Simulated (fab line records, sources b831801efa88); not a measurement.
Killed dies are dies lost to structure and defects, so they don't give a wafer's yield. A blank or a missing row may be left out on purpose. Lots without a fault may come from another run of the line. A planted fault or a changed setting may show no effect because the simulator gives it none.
fab line records | flow sfq_line
record lots=5 wafers=15 last_day=87
route steps=325 shown M0@39 I0@43
lots that met no fault: from a run of the same line without faults
start_h: hours from the record's first day to the start of the lot's first wafer shown | wait_h: hours since the lot's step before | " the same as in the row above | L1.1+2: a row that stands for several wafers | - no value, or no start given | * or withheld: withheld | < > ~ a bound
route shown NAME@n: a module of which the file shows steps, and the number in the route of the first | usual: mean/standard deviation of fault-free wafers | same: alike in all rows | chamber/n: place in a boat | sites: the reading at each site | _std_site: their standard deviation | _edge_site: outer sites' mean less inner sites' | radius_mm: how far each site lies from the wafer's centre | mask NAME#n: copy n | behind: the tool/chamber that last shaped the wafer | hold: why the lot was held/for how many hours/how that ended | device: the transistor (n, p or np) that didn't switch | end of line: the same wafers' tests at the end of the route | a step without rows: its recipe alone | killed: dies lost to structure and defects at the first sort, not the wafer's yield | map: a wafer's dies, x killed, . not, _ none there
set.NAME: the setting as run; set.NAME@STEP: as run at that earlier step | model.NAME: the simulator's own value behind a step, which no gauge read
lots at some steps of the route; a table a step, a row a wafer
services: from which hour (start_h, from the record's first day; less than 0 if before it) a tool's chamber was out of use, for how many hours, and why
## steps
# step SFQ_TRILAYER_M0_BARC_OPEN_METAL_ETCH_031
# recipe mask_material=PR chemistry=O2 target_depth_nm=125 target=BARC icp_w=600 bias_w=80 pressure_mtorr=10 time_s=41.7
# usual drypump_motor_current_A=5.68/0.17 oes_product_au=0.685/0.0047
# columns lot.wafer tool chamber start_h wait_h drypump_motor_current_A oes_product_au rf_hours_counter_h
L730.2 rie_metal-04 1 273.84 0.0 5.94 0.687 46
L730.4 " 1 " " 5.93 0.680 -
L730.6 " 0 " " 5.77 0.693 -
L734.1 rie_metal-04 1 314.22 0.0 5.92 0.689 52
L734.4 " 1 " " 5.92 0.686 -
L734.6 " 0 " " 5.78 0.682 -
L744.3 rie_metal-02 0 395.42 0.1 5.73 0.685 -
L744.5 " 0 " " 5.75 0.681 -
L744.6 " 0 " " 5.73 0.682 -
L749.3 rie_metal-02 1 439.57 0.0 5.39 0.687 -
L749.4 " 0 " " 5.70 0.679 -
L749.6 " 1 " " 5.38 0.681 -
L750.1 rie_metal-01 0 450.47 0.0 5.57 0.686 157
L750.4 " 1 " " 5.59 0.686 -
L750.5 " 1 " " 5.58 0.689 -
# step SFQ_TRILAYER_M0_ETCH_METAL_ETCH_024
# recipe target=Nb stop_on=SiO2 mask_material=PR chemistry=Cl2/Ar target_depth_nm=240 icp_w=600 bias_w=80 pressure_mtorr=10 time_s=120
# step SFQ_TRILAYER_M0_STRIP_STRIP_025
# recipe gas=O2 power_w=200 platen_temp_c=40 overash_fraction=0.65 chemistry=O2 pressure_mtorr=50
# usual drypump_motor_current_A=5.68/0.17 oes_product_au=1.002/0.012
# columns lot.wafer tool chamber start_h wait_h drypump_motor_current_A oes_product_au rf_hours_counter_h
L730.2 rie_metal-04 1 274.03 0.1 5.96 1.011 46
L730.4 " 1 " " 5.96 1.009 -
L730.6 " 0 " " 5.78 1.004 -
L734.1 rie_metal-04 1 314.40 0.1 5.92 1.009 52
L734.4 " 1 " " 5.95 1.015 -
L734.6 " 0 " " 5.80 0.994 -
L744.3 rie_metal-02 0 396.15 0.5 5.69 1.015 -
L744.5 " 0 " " 5.71 1.013 -
L744.6 " 0 " " 5.72 1.013 -
L749.3 rie_metal-02 1 439.93 0.2 5.39 1.001 -
L749.4 " 0 " " 5.71 1.014 -
L749.6 " 1 " " 5.39 0.995 -
L750.1 rie_metal-01 0 450.66 0.1 5.58 0.997 158
L750.4 " 1 " " 5.61 0.995 -
L750.5 " 1 " " 5.62 1.001 -
# step SFQ_TRILAYER_M0_STRIP_SOLV_CLEAN_026
# recipe chemistry=NMP temp_c=70 time_s=600
# step SFQ_TRILAYER_I0_DEP_PECVD_027
# recipe material=SiO2 temp_c=150 time_s=111.11 pressure_torr=2.4 rf_w=183.3 precursor=SiH4/N2O target_thk_nm=500
# usual heater_power_w=84/13 throttle_valve_pct=24.7/0.93
# columns lot.wafer tool chamber start_h wait_h heater_power_w throttle_valve_pct
L730.2 pecvd-04 0 275.33 0.0 85 24.4
L730.4 " 2 " " 89 24.6
L730.6 " 0 " " 71 24.4
L734.1 pecvd-04 2 315.18 0.0 83 24.6
L734.4 " 2 " " 87 24.5
L734.6 " 1 " " 115 23.7
L744.3 pecvd-04 0 397.12 0.0 83 24.5
L744.5 " 1 " " 110 24.1
L744.6 " 2 " " 74 24.6
L749.3 pecvd-04 0 440.51 0.0 78 24.8
L749.4 " 1 " " 108 23.9
L749.6 " 0 " " 82 24.9
L750.1 pecvd-01 0 451.43 0.0 91 26.3
L750.4 " 0 " " 95 26.5
L750.5 " 1 " " 83 25.7
# step SFQ_TRILAYER_I0_CMP_CMP_028
# recipe material=SiO2 down_force_psi=3 platen_rpm=60 pad_velocity_m_s=0.94248
# step SFQ_I0_BOW_MEAS_907
# recipe mode=bow
# usual I0_BOW=1/6.1
# columns lot.wafer tool chamber start_h wait_h I0_BOW[um]
L730.2 film_metro-04 - 278.43 1.5 -2
L730.4 " - " " -3
L730.6 " - " " 10
L734.1 film_metro-01 - 318.26 2.0 -8
L734.4 " - " " -7
L734.6 " - " " -7
L744.3 film_metro-04 - 400.24 1.0 -4
L744.5 " - " " 2
L744.6 " - " " -7
L749.3 film_metro-02 - 445.63 2.7 -1
L749.4 " - " " 1
L749.6 " - " " -13
L750.1 film_metro-01 - 454.59 2.0 2
L750.4 " - " " 13
L750.5 " - " " 14
# step SFQ_TRILAYER_I0_METRO_MEASURE_029
# usual thk_nm=200.4/0.86
# columns lot.wafer tool chamber start_h wait_h thk_nm
L730.2 film_metro-04 - 278.73 0.3 201.3
L730.4 " - " " 200.3
L730.6 " - " " 200.2
L734.1 film_metro-01 - 318.38 0.1 200.9
L734.4 " - " " 199.6
L734.6 " - " " 200.1
L744.3 film_metro-04 - 400.72 0.5 200.6
L744.5 " - " " 200.4
L744.6 " - " " 200.6
L749.3 film_metro-02 - 446.11 0.5 201.1
L749.4 " - " " 201.4
L749.6 " - " " 201.7
L750.1 film_metro-01 - 454.71 0.1 200.6
L750.4 " - " " 200.5
L750.5 " - " " 199.5
# step SFQ_TRILAYER_I0_VIA_LITHO_COAT_036
# recipe resist=BARC spin_rpm=3000 resist_thk_nm=62
# step SFQ_TRILAYER_I0_VIA_LITHO_COAT_031
# recipe resist=KrF spin_rpm=3000 resist_thk_nm=650
# step SFQ_TRILAYER_I0_VIA_LITHO_SOFTBAKE_035
# recipe temp_c=withheld time_s=withheld resist=KrF
# step SFQ_TRILAYER_I0_VIA_LITHO_EXPOSE_032
# recipe mask_id=I0 na=0.6 source_shape=conventional sigma_outer=0.65 target_cd_nm=500 dose_mj=21.3
# step SFQ_TRILAYER_I0_VIA_LITHO_PEB_034
# recipe peb_temp_c=115 peb_time_s=60 resist=KrF
# columns lot.wafer tool chamber start_h wait_h
L730.2+4+6 litho_track-01 0 399.87 0.8
L734.1+4+6 litho_track-01 0 452.28 1.0
L744.3+5+6 litho_track-04 0 555.93 0.7
L749.3+4+6 litho_track-01 0 599.73 0.7
L750.1+4+5 litho_track-01 0 609.28 1.0
# step SFQ_TRILAYER_I0_VIA_LITHO_DEVELOP_033
# recipe time_s=60 resist=KrF
# step SFQ_I0_OVL_MEAS_908
# usual I0_OVL=2/4.7
# columns lot.wafer tool chamber start_h wait_h I0_OVL[nm]
L730.2 overlay-02 - 400.15 0.1 5
L730.4 " - " " -5
L730.6 " - " " 1
L734.1 overlay-01 - 452.58 0.1 -2
L734.4 " - " " 2
L734.6 " - " " 0
L744.3 overlay-02 - 556.19 0.1 0
L744.5 " - " " -5
L744.6 " - " " 1
L749.3 overlay-01 - 599.99 0.1 -1
L749.4 " - " " -3
L749.6 " - " " 1
L750.1 overlay-02 - 609.58 0.1 -4
L750.4 " - " " -5
L750.5 " - " " -7
# step SFQ_TRILAYER_I0_VIA_BARC_OPEN_VIA_ETCH_046
# recipe mask_material=PR chemistry=O2 target_depth_nm=125 target=BARC source_w=500 bias_w=80 pressure_mtorr=30 time_s=41.7
# usual drypump_motor_current_A=5.8/0.44 oes_product_au=0.685/0.0044
# columns lot.wafer tool chamber start_h wait_h drypump_motor_current_A oes_product_au rf_hours_counter_h model.I0.cd_nm
L730.2 rie_diel-02 2 400.18 0.0 5.4 0.686 0 500.5
L730.4 " 0 " " 5.9 0.685 9 501.5
L730.6 " 3 " " 5.7 0.681 - 500.8
L734.1 rie_diel-03 0 452.61 0.0 6.3 0.681 3 499
L734.4 " 1 " " 6.6 0.691 12 534.9
L734.6 " 3 " " 5.9 0.679 - 536.6
L744.3 rie_diel-02 1 556.21 0.0 5.2 0.688 81 499.9
L744.5 " 0 " " 5.9 0.679 - 499.7
L744.6 " 2 " " 5.3 0.688 - 498.6
L749.3 rie_diel-02 2 600.01 0.0 5.4 0.680 2 500.2
L749.4 " 3 " " 5.7 0.689 - 500.2
L749.6 " 0 " " 5.8 0.682 - 500.3
L750.1 rie_diel-04 0 609.61 0.0 5.4 0.688 1 499.1
L750.4 " 2 " " 5.5 0.687 34 499.9
L750.5 " 1 " " 5.3 0.685 - 499.3
# step SFQ_TRILAYER_I0_VIA_ETCH_VIA_ETCH_034
# recipe target=SiO2 stop_on=Nb mask_material=PR taper_deg=20 chemistry=CHF3 target_depth_nm=260 source_w=500 bias_w=80 pressure_mtorr=30 time_s=withheld
# usual drypump_motor_current_A=5.7/0.45 oes_product_au=0.856/0.0055
# columns lot.wafer tool chamber start_h wait_h drypump_motor_current_A oes_product_au model.I0.cd_nm
L730.2 rie_diel-02 2 400.22 0.0 5.4 0.854 497.1
L730.4 " 0 " " 5.9 0.859 500.6
L730.6 " 3 " " 5.7 0.855 501.5
L734.1 rie_diel-03 0 452.65 0.0 6.3 0.854 497.8
L734.4 " 1 " " 6.6 0.852 533.6
L734.6 " 3 " " 5.9 0.850 537.2
L744.3 rie_diel-02 1 556.25 0.0 5.2 0.848 499.9
L744.5 " 0 " " 5.9 0.847 500.3
L744.6 " 2 " " 5.4 0.854 497.1
L749.3 rie_diel-02 2 600.05 0.0 5.4 0.853 499.6
L749.4 " 3 " " 5.7 0.855 499.3
L749.6 " 0 " " 5.9 0.858 500.2
L750.1 rie_diel-04 0 609.65 0.0 5.4 0.855 497.9
L750.4 " 2 " " 5.5 0.853 500.4
L750.5 " 1 " " 5.3 0.858 498.9
# step SFQ_TRILAYER_I0_VIA_STRIP_STRIP_035
# recipe gas=O2 power_w=200 platen_temp_c=40 overash_fraction=0.65 chemistry=O2 pressure_mtorr=50
# usual drypump_motor_current_A=5.7/0.31 oes_product_au=1.003/0.0095
# columns lot.wafer tool chamber start_h wait_h drypump_motor_current_A oes_product_au rf_hours_counter_h
L730.2 rie_metal-02 0 400.53 - 5.7 1.005 -
L730.4 " 0 " " 5.7 1.007 -
L730.6 " 0 " " 5.7 1.011 -
L734.1 rie_metal-02 0 452.77 - 5.7 0.993 108
L734.4 " 0 " " 5.7 0.998 -
L734.6 " 1 " " 5.4 0.986 -
L744.3 rie_metal-01 1 556.57 - 5.6 1.005 -
L744.5 " 1 " " 5.6 1.011 -
L744.6 " 0 " " 5.6 1.011 -
L749.3 rie_metal-01 0 600.37 - 5.6 1.004 -
L749.4 " 1 " " 5.6 1.005 -
L749.6 " 1 " " 5.6 1.003 -
L750.1 rie_metal-01 0 609.77 - 5.6 1.014 14
L750.4 " 0 " " 5.6 1.001 -
L750.5 " 0 " " 5.6 0.998 -
## services
# columns tool chamber start_h hours kind
rie_diel-02 0 250.59 21.5 repair
pecvd-04 2 250.63 9.9 repair
rie_diel-04 1 251.40 3.4 repair
rie_diel-03 3 251.75 8.8 repair
pecvd-04 - 257.97 1.7 repair
rie_diel-03 2 259.11 8.9 repair
rie_diel-02 3 277.68 8.8 repair
film_metro-04 - 288.93 0.3 pm
rie_diel-02 2 307.49 5.1 repair
rie_metal-02 0 320.70 3.0 repair
rie_metal-04 - 363.64 0.2 repair
rie_diel-02 - 381.29 10.0 pm
rie_metal-02 1 390.89 26.5 repair
pecvd-04 1 397.43 3.9 repair
rie_diel-02 0 400.73 5.0 repair
rie_diel-02 3 428.80 3.4 repair
rie_metal-02 0 430.96 2.9 repair
rie_diel-02 - 431.73 15.6 pm
rie_diel-02 2 447.96 4.4 repair
rie_metal-04 0 473.65 6.4 repair
rie_diel-02 2 489.12 4.0 repair
rie_diel-02 1 489.66 23.3 repair
rie_metal-02 - 532.35 2.8 pm
rie_diel-02 3 555.89 16.7 repair
## key
first_sign none at tools or gauges
model_effect step=SFQ_TRILAYER_I0_VIA_BARC_OPEN_VIA_ETCH_046 value=I0.cd_nm without=500.3 struck=535.7
model_effect step=SFQ_TRILAYER_I0_VIA_ETCH_VIA_ETCH_034 value=I0.cd_nm without=500 struck=535.4
met_at SFQ_TRILAYER_I0_VIA_LITHO_PEB_034
struck_wafers L734.4,L734.6
onset_between 399.87 452.28
fault kind=process_parameter_drift tool=litho_track-01 chamber=- onset_h=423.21 steps=SFQ_TRILAYER_I0_VIA_LITHO_PEB_034 channel=peb_time_s offset=* shape=step end_h=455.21 scope=struck_wafers_only acts_in=* stated=*
